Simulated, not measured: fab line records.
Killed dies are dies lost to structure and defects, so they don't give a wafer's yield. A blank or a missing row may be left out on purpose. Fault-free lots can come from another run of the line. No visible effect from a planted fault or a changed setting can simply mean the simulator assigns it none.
fab line records	flow sky130
record: lots: 6	wafers: 18	last-day: 51
route steps=708 shown METAL4@602 CAP2M@603 PAD_OPEN@708
lots that met no fault: taken from a fault-free run of the same line
start-h: start of the lot's first displayed wafer, in hours after the record's first day	wait-h: time in hours since the lot's previous step	" repeats the value in the row above	L1.1+2: several wafers, shown together as one row	- either no value or no given start	* or withheld: withheld	< > ~ a bound
route shown NAME@n: NAME is a module with steps in the file, n the number in the route of the first one	usual: average and standard deviation across the fault-free wafers	same: alike in all rows	chamber/n: place in a boat	sites: the reading at each site	_std_site: standard deviation of those values	_edge_site: the outer-site mean with the inner-site mean subtracted	radius-mm: how far each site lies from the wafer's centre	mask NAME#n: copy n	behind: the tool/chamber that last shaped the wafer	hold: the reason the lot was held/the length of the hold in hours/how it ended	device: names the non-switching transistor (n, p or np)	end of line: the same wafers' tests at the end of the route	a step given without rows: its recipe and nothing more	killed: count of dies lost to structure and defects at first sort (not the wafer's yield)	map: dies across one wafer; x = killed, . = not, _ = none there
set.NAME: setting as actually run; set.NAME@STEP: the setting as run at that earlier step	model.NAME: the simulator's own value behind a step, which no gauge read
certain route steps with their lots: each step a table, each wafer a row
services: a tool's chamber out of use, with start hour (start-h, from the record's first day; less than 0 if before it), hours out, and reason
== steps ==
step: SKY_METAL4_SPUTTER_04
recipe: material: TiN	target-thk-nm: 70	power-w: 6500	time-s: 58.3	chamber-pressure-pa: 0.4
usual: throttle-valve-pct: 30.2/1.2
same: time-s: 58.3
lot.wafer	tool	chamber	start-h	wait-h	throttle-valve-pct
L339.1	pvd-sputter-03	-	997.86	0.0	28.2
L339.2	"	-	"	"	28.2
L339.3	"	-	"	"	30.0
L340.1	pvd-sputter-02	-	1005.75	0.0	30.7
L340.5	"	-	"	"	30.4
L340.6	"	-	"	"	28.6
L352.2	pvd-sputter-02	-	1083.79	0.0	30.5
L352.4	"	-	"	"	28.7
L352.5	"	-	"	"	28.3
L354.2	pvd-sputter-03	-	1096.71	0.0	30.2
L354.4	"	-	"	"	27.9
L354.5	"	-	"	"	30.0
L355.1	pvd-sputter-01	-	1101.33	0.0	31.8
L355.2	"	-	"	"	31.2
L355.3	"	-	"	"	31.6
L357.1	pvd-sputter-02	-	1108.49	0.0	29.4
L357.4	"	-	"	"	29.8
L357.6	"	-	"	"	29.6
step: SKY_CAP2M_CVD_00
recipe: material: SiO2	target-thk-nm: 15.5	temp-c: 400	time-s: withheld	rf-w: 450
usual: heater-power-outer-w: 369/69	heater-power-w: 646/100
lot.wafer	tool	chamber	start-h	wait-h	heater-power-outer-w	heater-power-w
L339.1	pecvd-01	2	997.91	0.0	526	843
L339.2	"	0	"	"	340	560
L339.3	"	1	"	"	437	775
L340.1	pecvd-01	2	1005.80	0.0	444	753
L340.5	"	2	"	"	454	754
L340.6	"	0	"	"	258	452
L352.2	pecvd-02	0	1083.84	0.0	351	620
L352.4	"	0	"	"	355	622
L352.5	"	1	"	"	342	614
L354.2	pecvd-04	0	1096.76	0.0	393	703
L354.4	"	2	"	"	349	608
L354.5	"	1	"	"	363	613
L355.1	pecvd-02	0	1101.38	0.0	352	628
L355.2	"	2	"	"	372	615
L355.3	"	1	"	"	324	621
L357.1	pecvd-01	1	1108.53	0.0	361	689
L357.4	"	2	"	"	531	838
L357.6	"	0	"	"	254	460
step: SKY_CAP2M_THK_MEAS_01
recipe: reads: SiO2_of_CAP2M_CVD_00
usual: CAP2M_CVD_00_THK: 15.60/0.24
lot.wafer	tool	chamber	start-h	wait-h	CAP2M_CVD_00_THK[nm]
L339.1	film-metro-02	-	997.94	-	15.06
L339.2	"	-	"	"	15.06
L339.3	"	-	"	"	15.19
L340.1	film-metro-03	-	1005.83	-	15.21
L340.5	"	-	"	"	15.28
L340.6	"	-	"	"	15.52
L352.2	film-metro-04	-	1083.87	-	15.79
L352.4	"	-	"	"	15.76
L352.5	"	-	"	"	15.97
L354.2	film-metro-03	-	1096.79	-	15.46
L354.4	"	-	"	"	15.74
L354.5	"	-	"	"	15.86
L355.1	film-metro-02	-	1101.40	-	15.75
L355.2	"	-	"	"	15.75
L355.3	"	-	"	"	15.47
L357.1	film-metro-04	-	1108.56	-	15.49
L357.4	"	-	"	"	15.36
L357.6	"	-	"	"	15.35
step: SKY_CAP2M_SPUTTER_02
recipe: material: TiN	target-thk-nm: 200	temp-c: 300	power-w: 6500	time-s: 166.7	chamber-pressure-pa: 0.4
usual: substrate-temp-c: 299.97/0.2	throttle-valve-pct: 29.8/1
same: time-s: 166.7
lot.wafer	tool	chamber	start-h	wait-h	substrate-temp-c	throttle-valve-pct
L339.1	pvd-sputter-04	-	998.00	0.1	300.13	30.3
L339.2	"	-	"	"	299.58	30.0
L339.3	"	-	"	"	300.07	28.7
L340.1	pvd-sputter-04	-	1005.89	0.1	299.77	29.7
L340.5	"	-	"	"	299.80	28.6
L340.6	"	-	"	"	299.71	29.5
L352.2	pvd-sputter-01	-	1083.92	0.0	299.95	31.2
L352.4	"	-	"	"	299.78	31.0
L352.5	"	-	"	"	300.01	31.1
L354.2	pvd-sputter-01	-	1096.84	0.0	299.66	31.0
L354.4	"	-	"	"	299.86	31.6
L354.5	"	-	"	"	299.75	31.2
L355.1	pvd-sputter-03	-	1101.46	0.1	300.01	27.9
L355.2	"	-	"	"	300.06	30.2
L355.3	"	-	"	"	299.75	29.8
L357.1	pvd-sputter-04	-	1108.62	0.1	300.61	30.5
L357.4	"	-	"	"	299.80	29.8
L357.6	"	-	"	"	300.13	28.4
step: SKY_CAP2M_RS_MEAS_03
recipe: thk-meas-gauge: four-point-probe	reads: TiN_of_CAP2M_SPUTTER_02
usual: CAP2M_TIN_RS: 6.91/0.08
lot.wafer	tool	chamber	start-h	wait-h	CAP2M_TIN_RS[ohm/sq]
L339.1	film-metro-03	-	998.10	0.1	6.91
L339.2	"	-	"	"	6.94
L339.3	"	-	"	"	6.86
L340.1	film-metro-02	-	1006.00	0.1	6.93
L340.5	"	-	"	"	6.85
L340.6	"	-	"	"	6.93
L352.2	film-metro-04	-	1084.05	0.1	6.80
L352.4	"	-	"	"	6.87
L352.5	"	-	"	"	6.77
L354.2	film-metro-03	-	1096.97	0.1	6.92
L354.4	"	-	"	"	6.81
L354.5	"	-	"	"	6.93
L355.1	film-metro-04	-	1101.58	0.1	7.08
L355.2	"	-	"	"	6.92
L355.3	"	-	"	"	6.90
L357.1	film-metro-04	-	1108.73	0.1	7.03
L357.4	"	-	"	"	7.10
L357.6	"	-	"	"	6.98
step: SKY_CAP2M_THK_MEAS_04
recipe: thk-meas-gauge: xrf	reads: TiN_of_CAP2M_SPUTTER_02
usual: CAP2M_TIN_THK: 199.3/2.4
lot.wafer	tool	chamber	start-h	wait-h	CAP2M_TIN_THK[nm]
L339.1	film-metro-03	-	998.22	0.1	197.2
L339.2	"	-	"	"	197.8
L339.3	"	-	"	"	199.4
L340.1	film-metro-02	-	1006.12	0.1	198.0
L340.5	"	-	"	"	200.6
L340.6	"	-	"	"	198.6
L352.2	film-metro-04	-	1084.16	0.1	201.6
L352.4	"	-	"	"	200.2
L352.5	"	-	"	"	203.5
L354.2	film-metro-03	-	1097.08	0.1	198.7
L354.4	"	-	"	"	201.0
L354.5	"	-	"	"	197.7
L355.1	film-metro-04	-	1101.70	0.1	193.3
L355.2	"	-	"	"	199.0
L355.3	"	-	"	"	199.9
L357.1	film-metro-04	-	1108.85	0.1	196.7
L357.4	"	-	"	"	195.6
L357.6	"	-	"	"	197.8
step: SKY_CAP2M_DEHYDRATE_05
recipe: temp-c: 200	time-s: 60
step: SKY_CAP2M_HMDS_06
recipe: prime-time-s: 60	prime-temp-c: 120
step: SKY_CAP2M_COAT_07
recipe: resist: NOVOLAK	spin-rpm: 3000	resist-thk-nm: 1140
step: SKY_CAP2M_SOFTBAKE_08
recipe: temp-c: 90	time-s: 60	resist: NOVOLAK
step: SKY_CAP2M_EXPOSE_09
recipe: mask-id: CAP2M	na: 0.6	source-shape: conventional	sigma-outer: 0.6	polarization: unpolarized	target-cd-nm: 1000	dose-mj: 159
step: SKY_CAP2M_PEB_10
recipe: temp-c: withheld	time-s: *	resist: NOVOLAK
step: SKY_CAP2M_DEVELOP_11
recipe: resist: NOVOLAK	developer: TMAH	develop-time-s: 60	dev-temp-c: 23
lot.wafer	tool	chamber	start-h	wait-h
L339.1+2+3	litho-track-02	0	1022.20	0.1
L340.1+5+6	litho-track-03	0	1029.06	0.1
L352.2+4+5	litho-track-03	0	1105.69	0.1
L354.2+4+5	litho-track-03	0	1117.39	0.1
L355.1+2+3	litho-track-01	0	1123.00	0.1
L357.1+4+6	litho-track-02	0	1129.10	0.1
step: SKY_CAP2M_OVL_MEAS_12
usual: CAP2M_OVL: 1.2/1.2
lot.wafer	tool	chamber	start-h	wait-h	CAP2M_OVL[nm]
L339.1	overlay-02	-	1022.35	0.1	0.2
L339.2	"	-	"	"	0.0
L339.3	"	-	"	"	0.6
L340.1	overlay-02	-	1029.21	0.1	0.4
L340.5	"	-	"	"	0.5
L340.6	"	-	"	"	0.3
L352.2	overlay-02	-	1105.82	0.1	1.5
L352.4	"	-	"	"	1.1
L352.5	"	-	"	"	1.8
L354.2	overlay-02	-	1117.52	0.1	0.2
L354.4	"	-	"	"	0.2
L354.5	"	-	"	"	0.7
L355.1	overlay-02	-	1123.15	0.1	0.8
L355.2	"	-	"	"	1.9
L355.3	"	-	"	"	1.9
L357.1	overlay-01	-	1129.25	0.1	0.8
L357.4	"	-	"	"	0.3
L357.6	"	-	"	"	0.4
step: SKY_CAP2M_METAL_ETCH_13
recipe: target-depth-nm: 220	stop-on: SiO2	chemistry: Cl2/BCl3	target: TiN	pressure-mtorr: 10	icp-w: 900	bias-w: 48.5	Cl2_flow_sccm: 60	bcl3-flow-sccm: 30	time-s: 62.9
usual: bcl3-flow-sccm: 30.00/0.098	drypump-motor-current-A: 5.6/0.47	oes-product-au: 0.941/0.0073	throttle-valve-pct: 21.902/0.0098
same: time-s: 62.9
lot.wafer	tool	chamber	start-h	wait-h	bcl3-flow-sccm	drypump-motor-current-A	oes-product-au	rf-hours-counter-h	throttle-valve-pct	model.CAP2M.cd-nm
L339.1	rie-metal-03	1	1022.39	0.0	29.94	4.6	0.946	20	21.915	999.4
L339.2	"	1	"	"	30.01	4.6	0.934	-	21.914	1002
L339.3	"	1	"	"	29.85	4.7	0.940	-	21.902	1001
L340.1	rie-metal-02	0	1029.25	0.0	29.94	6.1	0.938	6	21.909	1002
L340.5	"	1	"	"	30.01	5.6	0.944	-	21.884	1001
L340.6	"	0	"	"	30.08	6.1	0.939	-	21.890	999.3
L352.2	rie-metal-02	0	1105.85	0.0	29.86	6.1	0.947	11	21.896	981.8
L352.4	"	0	"	"	30.08	6.1	0.942	-	21.895	981.2
L352.5	"	1	"	"	30.01	5.6	0.953	-	21.893	975.3
L354.2	rie-metal-01	1	1117.58	0.0	30.07	5.3	0.938	-	21.897	980.3
L354.4	"	1	"	"	30.07	5.3	0.952	-	21.890	979.3
L354.5	"	1	"	"	29.88	5.3	0.941	-	21.915	979.9
L355.1	rie-metal-01	1	1123.18	0.0	29.89	5.3	0.927	29	21.922	997.8
L355.2	"	1	"	"	29.94	5.3	0.937	-	21.889	1002
L355.3	"	1	"	"	29.97	5.3	0.945	-	21.907	1001
L357.1	rie-metal-03	0	1129.29	0.0	30.03	5.9	0.929	7	21.900	996.3
L357.4	"	0	"	"	30.01	5.8	0.933	-	21.905	998.1
L357.6	"	0	"	"	29.96	5.9	0.929	-	21.919	996.9
step: SKY_CAP2M_STRIP_14
recipe: chemistry: O2/N2	power-w: 1400	pressure-mtorr: 1500	platen-temp-c: withheld	o2-flow-sccm: 3000	n2-flow-sccm: 300	overash-fraction: 0.5
usual: drypump-motor-current-A: 5.9/0.37	oes-product-au: 0.711/0.0047	strip-time-to-endpoint-s: 12.66/0.047
lot.wafer	tool	chamber	start-h	wait-h	drypump-motor-current-A	oes-product-au	rf-hours-counter-h	strip-time-to-endpoint-s
L339.1	plasma-asher-01	0	1022.54	0.1	5.4	0.715	62	12.62
L339.2	"	1	"	"	6.2	0.711	62	12.64
L339.3	"	0	"	"	5.4	0.710	-	12.62
L340.1	plasma-asher-04	0	1029.33	0.1	5.9	0.715	119	12.65
L340.5	"	0	"	"	5.9	0.709	-	12.68
L340.6	"	1	"	"	6.5	0.718	-	12.69
L352.2	plasma-asher-04	1	1105.93	0.1	6.5	0.714	4	12.61
L352.4	"	0	"	"	5.8	0.713	-	12.63
L352.5	"	1	"	"	6.5	0.709	-	12.57
L354.2	plasma-asher-01	0	1117.71	0.1	5.4	0.720	72	12.72
L354.4	"	0	"	"	5.4	0.715	-	12.71
L354.5	"	0	"	"	5.4	0.718	-	12.71
L355.1	plasma-asher-04	0	1123.34	0.1	5.9	0.718	6	12.66
L355.2	"	1	"	"	6.5	0.700	6	12.65
L355.3	"	0	"	"	5.9	0.694	-	12.64
L357.1	plasma-asher-01	1	1129.37	0.1	6.2	0.709	73	12.56
L357.4	"	0	"	"	5.4	0.710	-	12.57
L357.6	"	1	"	"	6.2	0.713	-	12.59
step: SKY_PAD_OPEN_PROBE_99
usual: defect-limited-yield: 82.6/1.7	killed_at_M0_to_M3: 43/7	killed_at_M4_up: 3.1/1.5	killed-at-contacts: 23/4.9	killed-at-front-end: 16/3.9	killed-at-other: 0.3/0.52	killed-dies: 86/8.2	killed-on-rim: 16/3.7	killed-open: 47/6.1	killed-short: 38/5.8	sort_bin_3_pad_short: 0.8/0.41	sort_bin_5_function: 10.2/1.3	sort_bin_6_memory: 6.4/1.1	sort-n-pass: 406/8.2	sort-yield-pct: 82.6/1.7
same: gross-dies: 492	killed-at-back-side: 0	sort_bin_4_leakage[%]: 0	sort_bin_8_speed[%]: 0
lot.wafer	tool	chamber	start-h	wait-h	defect-limited-yield[%]	killed_at_M0_to_M3	killed_at_M4_up	killed-at-contacts	killed-at-front-end	killed-at-other	killed-dies	killed-on-rim	killed-open	killed-short	sort_bin_3_pad_short[%]	sort_bin_5_function[%]	sort_bin_6_memory[%]	sort-n-pass	sort-yield-pct[%]
L339.1	prober-01	-	1140.01	0.1	82.7	45	0	20	20	0	85	16	42	43	1.2	10.6	5.5	407	82.7
L339.2	prober-01	-	1140.06	0.1	82.1	47	2	18	21	0	88	17	46	42	1.2	12.0	4.7	404	82.1
L339.3	prober-01	-	1140.11	0.2	85.4	33	2	25	11	1	72	13	41	31	0.4	8.1	6.1	420	85.4
L340.1	prober-02	-	1144.42	0.1	82.9	35	2	19	28	0	84	15	40	44	0.6	9.3	7.1	408	82.9
L340.5	prober-02	-	1144.62	0.2	82.3	43	2	17	24	1	87	20	58	29	0.6	12.0	5.1	405	82.3
L340.6	prober-02	-	1144.67	0.2	79.5	59	2	20	20	0	101	15	54	47	1.4	11.4	7.7	391	79.5
L352.2	prober-02	-	1208.75	0.1	82.7	36	2	25	21	1	85	16	42	43	0.8	10.2	6.3	407	82.7
L352.4	prober-02	-	1208.85	0.2	82.7	41	4	25	15	0	85	12	46	39	1.4	11.0	4.9	407	82.7
L352.5	prober-02	-	1208.90	0.2	84.1	38	6	22	12	0	78	18	44	34	1.4	9.8	4.7	414	84.1
L354.2	prober-01	-	1219.60	0.1	80.1	52	4	30	12	0	98	18	65	31	0.8	12.2	6.9	394	80.1
L354.4	prober-01	-	1219.70	0.2	82.7	45	4	22	14	0	85	17	38	46	1.4	10.6	5.3	407	82.7
L354.5	prober-01	-	1219.75	0.2	82.1	41	2	28	17	0	88	16	55	32	0.4	11.6	5.9	404	82.1
L355.1	prober-01	-	1223.84	0.1	81.9	42	5	29	13	0	89	22	53	36	0.6	10.4	7.1	403	81.9
L355.2	prober-01	-	1223.89	0.1	83.7	39	2	21	18	0	80	13	48	32	0.8	8.3	7.1	412	83.7
L355.3	prober-01	-	1223.94	0.2	81.3	45	6	25	16	0	92	23	50	42	0.6	10.4	7.7	400	81.3
L357.1	prober-02	-	1225.41	0.1	83.1	44	2	23	14	0	83	16	43	40	1.0	9.3	6.5	409	83.1
L357.4	prober-02	-	1225.56	0.2	83.7	35	2	28	13	2	80	24	44	36	1.0	9.3	5.9	412	83.7
L357.6	prober-02	-	1225.66	0.2	82.3	43	5	29	10	0	87	17	49	38	0	10.8	6.9	405	82.3
killed by level:class
L339.1 VIA1:geometric-particle:open=11 FIELD_ISO:geometric-particle:open=8 CONTACT:geometric-particle:short=7 METAL3:geometric-particle:short=7 FIELD_ISO:geometric-particle:short=6 VIA3:geometric-particle:open=5 LI_CONTACT:geometric-particle:short=4 LI_CONTACT:geometric-particle:open=4
L339.2 VIA1:geometric-particle:open=11 FIELD_ISO:geometric-particle:short=7 FIELD_ISO:geometric-particle:open=6 METAL1:geometric-particle:short=6 CONTACT:geometric-particle:open=6 VIA3:geometric-particle:open=5 VIA1:geometric-particle:short=5 METAL2:geometric-particle:short=5
L339.3 VIA1:geometric-particle:open=13 LI_CONTACT:geometric-particle:open=8 CONTACT:geometric-particle:open=7 LOCAL_INTERCONNECT:geometric-particle:short=4 FIELD_ISO:geometric-particle:short=3 FIELD_ISO:geometric-particle:open=3 LI_CONTACT:geometric-particle:short=3 VIA1:geometric-particle:short=3
L340.1 FIELD_ISO:geometric-particle:short=9 CONTACT:geometric-particle:open=8 VIA1:geometric-particle:open=6 METAL2:geometric-particle:short=6 VIA2:geometric-particle:open=5 VIA3:geometric-particle:open=5 FIELD_ISO:geometric-particle:open=4 LI_CONTACT:geometric-particle:open=4
L340.5 VIA1:geometric-particle:open=15 CONTACT:geometric-particle:open=10 VIA2:geometric-particle:open=8 LI_CONTACT:geometric-particle:open=7 METAL2:geometric-particle:short=5 FIELD_ISO:geometric-particle:open=4 FIELD_ISO:geometric-particle:short=4 VIA3:geometric-particle:open=4
L340.6 VIA1:geometric-particle:open=14 VIA3:geometric-particle:open=10 METAL2:geometric-particle:short=8 CONTACT:geometric-particle:open=8 FIELD_ISO:geometric-particle:short=7 VIA2:geometric-particle:short=7 METAL1:geometric-particle:short=7 VIA2:geometric-particle:open=6
L352.2 VIA2:geometric-particle:open=7 POLY_GATE:geometric-particle:short=6 CONTACT:geometric-particle:open=6 VIA3:geometric-particle:open=6 VIA1:geometric-particle:open=6 POLY_GATE:geometric-particle:open=5 LI_CONTACT:geometric-particle:open=5 METAL2:geometric-particle:short=5
L352.4 CONTACT:geometric-particle:open=9 VIA2:geometric-particle:open=9 VIA1:geometric-particle:open=7 VIA3:geometric-particle:open=7 LOCAL_INTERCONNECT:geometric-particle:short=6 METAL1:geometric-particle:short=5 FIELD_ISO:geometric-particle:open=4 LI_CONTACT:geometric-particle:open=4
L352.5 VIA1:geometric-particle:open=11 LI_CONTACT:geometric-particle:open=7 CONTACT:geometric-particle:open=7 CONTACT:geometric-particle:short=5 VIA2:geometric-particle:open=5 METAL4:geometric-particle:short=5 FIELD_ISO:geometric-particle:open=4 METAL1:geometric-particle:short=4
L354.2 VIA2:geometric-particle:open=13 CONTACT:geometric-particle:open=11 VIA1:geometric-particle:open=11 LI_CONTACT:geometric-particle:open=8 VIA3:geometric-particle:open=8 CONTACT:geometric-particle:short=7 METAL1:geometric-particle:short=6 METAL1:geometric-particle:open=4
L354.4 LOCAL_INTERCONNECT:geometric-particle:short=9 VIA3:geometric-particle:open=8 FIELD_ISO:geometric-particle:open=7 VIA1:geometric-particle:open=7 METAL1:geometric-particle:short=6 CONTACT:geometric-particle:open=5 VIA1:geometric-particle:short=5 VIA2:geometric-particle:short=5
L354.5 CONTACT:geometric-particle:open=13 VIA3:geometric-particle:open=9 VIA1:geometric-particle:open=9 FIELD_ISO:geometric-particle:short=7 LI_CONTACT:geometric-particle:open=7 FIELD_ISO:geometric-particle:open=5 METAL2:geometric-particle:short=5 VIA2:geometric-particle:open=5
L355.1 LI_CONTACT:geometric-particle:open=10 VIA1:geometric-particle:open=10 CONTACT:geometric-particle:open=9 VIA2:geometric-particle:open=8 FIELD_ISO:geometric-particle:short=6 METAL2:geometric-particle:short=6 CONTACT:geometric-particle:short=4 METAL4:geometric-particle:short=4
L355.2 VIA1:geometric-particle:open=11 CONTACT:geometric-particle:open=10 VIA1:geometric-particle:short=7 METAL2:geometric-particle:short=7 FIELD_ISO:geometric-particle:short=5 POLY_GATE:geometric-particle:open=5 LI_CONTACT:geometric-particle:open=5 VIA2:geometric-particle:open=5
L355.3 VIA1:geometric-particle:open=14 LI_CONTACT:geometric-particle:open=9 METAL4:geometric-particle:short=6 FIELD_ISO:geometric-particle:open=5 CONTACT:geometric-particle:short=5 VIA1:geometric-particle:short=5 VIA2:geometric-particle:open=4 CONTACT:geometric-particle:open=4
L357.1 VIA1:geometric-particle:open=15 LI_CONTACT:geometric-particle:open=7 LOCAL_INTERCONNECT:geometric-particle:short=5 CONTACT:geometric-particle:open=5 VIA1:geometric-particle:short=5 VIA2:geometric-particle:open=5 METAL2:geometric-particle:short=5 LI_CONTACT:geometric-particle:short=4
L357.4 CONTACT:geometric-particle:open=11 LI_CONTACT:geometric-particle:open=9 METAL1:geometric-particle:short=6 VIA1:geometric-particle:short=6 VIA1:geometric-particle:open=5 VIA2:geometric-particle:open=5 VIA3:geometric-particle:open=5 FIELD_ISO:geometric-particle:short=3
L357.6 CONTACT:geometric-particle:open=11 VIA1:geometric-particle:open=9 VIA2:geometric-particle:open=7 VIA1:geometric-particle:short=6 LI_CONTACT:geometric-particle:open=6 CONTACT:geometric-particle:short=6 VIA3:geometric-particle:open=5 METAL2:geometric-particle:short=5
== services ==
tool	chamber	start-h	hours	kind
rie-metal-03	1	979.39	12.3	repair
rie-metal-01	-	980.78	15.6	pm
pecvd-01	1	1000.35	5.5	scheduled-down
pecvd-02	2	1003.16	5.5	scheduled-down
rie-metal-01	0	1003.49	132.3	repair
pvd-sputter-03	-	1019.54	3.4	repair
rie-metal-01	-	1024.85	2.8	pm
rie-metal-01	-	1028.09	14.6	pm
pecvd-01	0	1031.41	14.7	repair
pecvd-02	-	1033.61	2.8	pm
pvd-sputter-01	-	1037.97	3.9	repair
rie-metal-02	0	1052.98	8.8	repair
rie-metal-03	-	1053.67	0.7	repair
pecvd-04	-	1054.63	2.8	pm
plasma-asher-04	-	1055.25	9.0	pm
plasma-asher-04	0	1055.25	9.0	vent-cycle
plasma-asher-04	1	1055.25	9.0	vent-cycle
plasma-asher-04	-	1057.09	1.1	repair
plasma-asher-04	0	1064.25	-	clean
plasma-asher-04	1	1064.25	-	clean
rie-metal-01	1	1101.61	8.2	repair
plasma-asher-04	-	1107.96	3.6	repair
plasma-asher-04	-	1109.31	2.2	repair
pvd-sputter-03	-	1127.92	2.9	repair
== key ==
first-sign none at tools or gauges
model-effect: step: SKY_CAP2M_METAL_ETCH_13	value: CAP2M.cd-nm	without: 999.6	struck: 979.6
met-at SKY_CAP2M_DEVELOP_11
struck-wafers L352.2,L352.4,L352.5,L354.2,L354.4,L354.5
onset-between 1029.06 1105.69
also-fits SKY_CAP2M_SPUTTER_02:pvd-sputter-01
fault: kind: process-parameter-drift	tool: litho-track-03	chamber: -	onset-h: 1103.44	steps: SKY_CAP2M_DEVELOP_11	channel: develop-time-s	offset: *	shape: step	end-h: 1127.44	acts-in: *	stated: *
